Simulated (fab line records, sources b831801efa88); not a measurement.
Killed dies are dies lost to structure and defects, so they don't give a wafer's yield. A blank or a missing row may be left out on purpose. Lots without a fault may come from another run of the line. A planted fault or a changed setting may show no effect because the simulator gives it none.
A struck lot beside a sound one | flow sky130 | 15 steps out of a route of 708
Sound: wafers L604.1, L604.4, L604.5. Struck: wafers L613.1, L613.2, L613.3. The cause comes at the end.
At each step with rows: each side's tool, then ch and its chambers, then its first start. Under that, the readings that differ: sound wafers | struck wafers | difference of the means | sigmas: that difference in standard deviations of wafers without a fault.
alike: readings whose means differ by less than 2 such deviations, and words and numbers that are the same on both sides. not compared: withheld readings, readings that some wafer has no value for, bounds like >300 that may hide the same value, and numbers for which the record gives no deviation and whose values overlap.
The two part at a step that has a row with sigmas, a row that says differs or no value, or rows on one side only. Numbers that don't overlap but have no deviation are shown without sigmas and don't part them. A reading that every wafer of one side lacks parts them only if that side has two wafers or more.

first, 2 steps without rows for these wafers: SKY_VIA4_PEB_09; SKY_VIA4_DEVELOP_10 (develop time 60 s).
SKY_VIA4_OVL_MEAS_11:
  sound on overlay-01, day 42 15:02; struck on overlay-01, day 45 05:01
  alike: VIA4_OVL
SKY_VIA4_ETCH_12: etches SiO2 in C4F8/O2/Ar, stops on TiN, target depth 580 nm.
  sound on rie_diel-01 ch 2,3, day 42 15:05; struck on rie_diel-04 ch 0,2,3, day 45 05:04
  alike: oes_product_au, rf_fwd_power_W
SKY_VIA4_STRIP_13: strips in O2/N2.
  sound on plasma_asher-02 ch 0,1, day 42 15:09; struck on plasma_asher-03 ch 0,1, day 45 05:08
  reading               | sound             | struck            | difference | sigmas
  oes_product_au (a.u.) | 0.716 0.714 0.720 | 0.702 0.703 0.711 | -0.011     | -2
  alike: drypump_motor_current_A, strip_time_to_endpoint_s
  not compared: rf_hours_counter_h
then, 3 steps without rows for these wafers: SKY_VIA4_STRIP_14 (strips in post etch residue remover, time 1200 s); SKY_VIA4_CLEAN_15 (cleans in IPA, time 180 s); SKY_VIA4_CLEAN_16 (cleans in O3/DIW).
SKY_VIA4_SPUTTER_17: material TiN, target thk 20 nm, time 80 s.
  sound on pvd_sputter-02, day 42 15:45; struck on pvd_sputter-02, day 45 05:44
  alike: throttle_valve_pct
SKY_VIA4_CVD_18: deposits W, target thk 505 nm, time 152.14 s.
  sound on cvd_w-01 ch 0,1, day 42 15:49; struck on cvd_w-02 ch 0, day 45 05:48
  reading            | sound       | struck      | difference | sigmas
  heater_power_w (W) | 744 710 743 | 829 852 848 | +111       | +2
SKY_VIA4_RS_MEAS_19: measures by four-point-probe.
  sound on film_metro-02, day 42 15:58; struck on film_metro-03, day 45 06:06
  alike: VIA4_W_RS
SKY_VIA4_THK_MEAS_20: measures by xrf.
  sound on film_metro-02, day 42 16:05; struck on film_metro-03, day 45 06:13
  alike: VIA4_W_THK
SKY_VIA4_CMP_21: polishes, stops on SiO2, t overpolish 25 s, target thk 0 nm.
  sound on cmp-02 ch 1,2,3, day 42 16:19; struck on cmp-02 ch 0,2,3, day 45 06:17
  reading              | sound                | struck               | difference | sigmas
  overpolish_run_s (s) | 25.000 24.994 24.988 | 26.583 26.580 26.596 | +1.592     | +99 or more
  t_overpolish_s (s)   | 25 25 25             | 26.582 26.582 26.582 | +1.582     |
  alike: motor_current_A, retaining_ring_pressure_frac, time_to_endpoint_s
SKY_METAL5_SPUTTER_00: material Ti, target thk 15 nm, time 10 s.
  sound on pvd_sputter-03, day 42 16:37; struck on pvd_sputter-02, day 45 06:35
  alike: throttle_valve_pct
-- the record jumps here: 3 days lie between the struck wafers' starts before and after (it left off in module METAL5 and takes up again in module PAD_OPEN, whose first step shown is number 708 of the route) --
SKY_PAD_OPEN_PROBE_99:
  sound on prober-02, day 45 14:14; struck on prober-02, day 47 22:47
  alike: defect_limited_yield, killed_at_M0_to_M3, killed_at_M4_up, killed_at_contacts, killed_at_front_end, killed_at_other, killed_dies, killed_open, killed_short, sort_bin_3_pad_short, sort_bin_5_function, sort_bin_6_memory, sort_n_pass, sort_yield_pct

WHERE THEY PART
First at SKY_VIA4_STRIP_13; last, within this record, at SKY_VIA4_CMP_21. Later steps at which nothing parts them and some readings are alike: SKY_METAL5_SPUTTER_00, SKY_PAD_OPEN_PROBE_99.

WHY: what the simulator had put in
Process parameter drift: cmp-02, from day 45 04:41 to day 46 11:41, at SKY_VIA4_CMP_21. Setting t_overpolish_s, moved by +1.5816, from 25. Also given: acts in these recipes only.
